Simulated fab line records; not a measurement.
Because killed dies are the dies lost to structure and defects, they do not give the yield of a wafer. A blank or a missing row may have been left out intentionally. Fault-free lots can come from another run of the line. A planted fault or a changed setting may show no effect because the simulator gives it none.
Which tool did it? | flow sky130 | 18 wafers from 6 lots sampled at 2 of the route's 708 steps

## WHAT THE GAUGES READ, wafer by wafer
SKY_VT_ADJUST_PCH_TW_MEAS_10.
lot  | measured     | on            | VT_ADJUST_PCH_TW
L583 | day 11 18:47 | film metro-02 | 144.9 143.5 144.4
L585 | day 12 12:45 | film metro-04 | 144.5 143.9 143.7
L589 | day 13 12:42 | film metro-02 | 144.8 144.7 145.0
L596 | day 15 16:13 | film metro-01 | 151.5 150.7 150.6
L601 | day 17 00:40 | film metro-01 | 144.0 143.0 143.1
L603 | day 17 19:03 | film metro-01 | 143.1 143.4 142.6

## WHAT TOOL EACH LOT RAN ON (gives the tool, then ch and the chambers of the sampled wafers, and finally the start)
lot  | SKY_VT_ADJUST_PCH_IMPLANT_08
L583 | implanter-03 ch 0, day 11 18:35
L585 | implanter-04 ch 0, day 12 12:30
L589 | implanter-02 ch 0, day 13 12:28
L596 | implanter-02 ch 0, day 15 15:58
L601 | implanter-04 ch 0, day 17 00:26
L603 | implanter-04 ch 0, day 17 18:51
- SKY_VT_ADJUST_PCH_IMPLANT_08

## THE ANSWER, worked out from the rows above alone
Rule: the usual values come from the lots themselves. Put in order of their means at a reading, lots are off if they are a third of the lots or fewer, leave a main group of 4 or more, and stand apart from it by a gap of 3 or more times the standard deviation of the main group's means; of several such gaps the widest counts. Not used: any main group whose means are identical at the precision the tables above print for the reading. Also off: a lot with no number at a reading for which 4 or more lots have one. Any other lot the step has rows for is counted as sound.
Off: at SKY_VT_ADJUST_PCH_TW_MEAS_10 (VT_ADJUST_PCH_TW), L596. Mean 143.9 and standard deviation 0.64 in the main group.
A tool fits if, at a process step before that reading, it ran every lot that is off, and no sound lot after the first of them. Gauges at SKY_VT_ADJUST_PCH_TW_MEAS_10: tried the same way as those tools. One fits: SKY_VT_ADJUST_PCH_IMPLANT_08 on implanter-02. Its last sound lot is L589 (day 13 12:28), its first lot that is off L596 (day 15 15:58): a fault that began between those two fits.

## WHAT WAS PUT IN BY THE SIMULATOR
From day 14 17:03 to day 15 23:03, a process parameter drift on implanter-02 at SKY_VT_ADJUST_PCH_IMPLANT_08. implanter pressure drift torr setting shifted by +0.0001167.
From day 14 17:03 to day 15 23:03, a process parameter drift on implanter-02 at SKY_VT_ADJUST_PCH_IMPLANT_08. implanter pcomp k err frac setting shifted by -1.
Lots struck among those shown: L596. The same result came from the rule above.
